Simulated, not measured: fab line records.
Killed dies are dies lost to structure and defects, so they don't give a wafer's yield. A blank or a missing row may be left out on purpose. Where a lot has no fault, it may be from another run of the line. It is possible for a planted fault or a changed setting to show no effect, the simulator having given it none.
2 desks, one fault || flow sky130 || what lay behind the numbers comes last; until then each desk has only its own

== FOR THE TOOL OWNER'S DESK: krfScanner-01 ==
The tool's own readings at SKY_VIA1_EXPOSE_09 (exposes mask VIM, target cd 150 nm): means of the sampled wafers that have a number, for each lot that ran on this tool. If a lot's mean is further than 4 standard deviations from the usual mean, the lot is out of limits and carries the mark OUT (the distance appears in the brackets).
Columns: A = exposureDoseMJCm2 at SKY_VIA1_EXPOSE_09, usual 37.96; B = focusOffsetNm at SKY_VIA1_EXPOSE_09, usual 0.0 nm
{"lot": "L576", "first seen here": "day 35 14:57", "A": 37.92, "B": 0.1}
{"lot": "L588", "first seen here": "day 39 08:01", "A": 37.93, "B": 0.1}
This desk found nothing out of limits on any of the 2 lots.

== THE METROLOGY DESK ==
Means of the sampled wafers that have a number, per lot and without regard to the tool the lot ran on: this is what the gauges read. If a lot's mean is further than 4 standard deviations from the usual mean, the lot is out of limits and carries the mark OUT (the distance appears in the brackets).
Columns: A = VIA1_HDPCVD_THK at SKY_VIA1_THK_MEAS_01, usual 1023 nm; B = VIA1_BOW at SKY_VIA1_BOW_MEAS_03, usual 81 um
{"lot": "L576", "first seen here": "day 35 00:32", "A": 1025, "B": 76}
{"lot": "L584", "first seen here": "day 37 13:29", "A": 1020, "B": 77}
{"lot": "L585", "first seen here": "day 38 01:44", "A": 1019, "B": 87}
{"lot": "L586", "first seen here": "day 38 06:30", "A": 1030, "B": 88}
{"lot": "L587", "first seen here": "day 38 12:05", "A": 1018, "B": 80}
{"lot": "L588", "first seen here": "day 38 18:47", "A": 1028, "B": 81}
{"lot": "L592", "first seen here": "day 39 22:31", "A": 1021, "B": 76}
This desk found nothing out of limits on any of the 7 lots.

== PUT TOGETHER ==
The desk of the tool owner found nothing out of limits.
At the metrology desk, nothing out of limits was observed.

== WHAT THE SIMULATOR PUT IN ==
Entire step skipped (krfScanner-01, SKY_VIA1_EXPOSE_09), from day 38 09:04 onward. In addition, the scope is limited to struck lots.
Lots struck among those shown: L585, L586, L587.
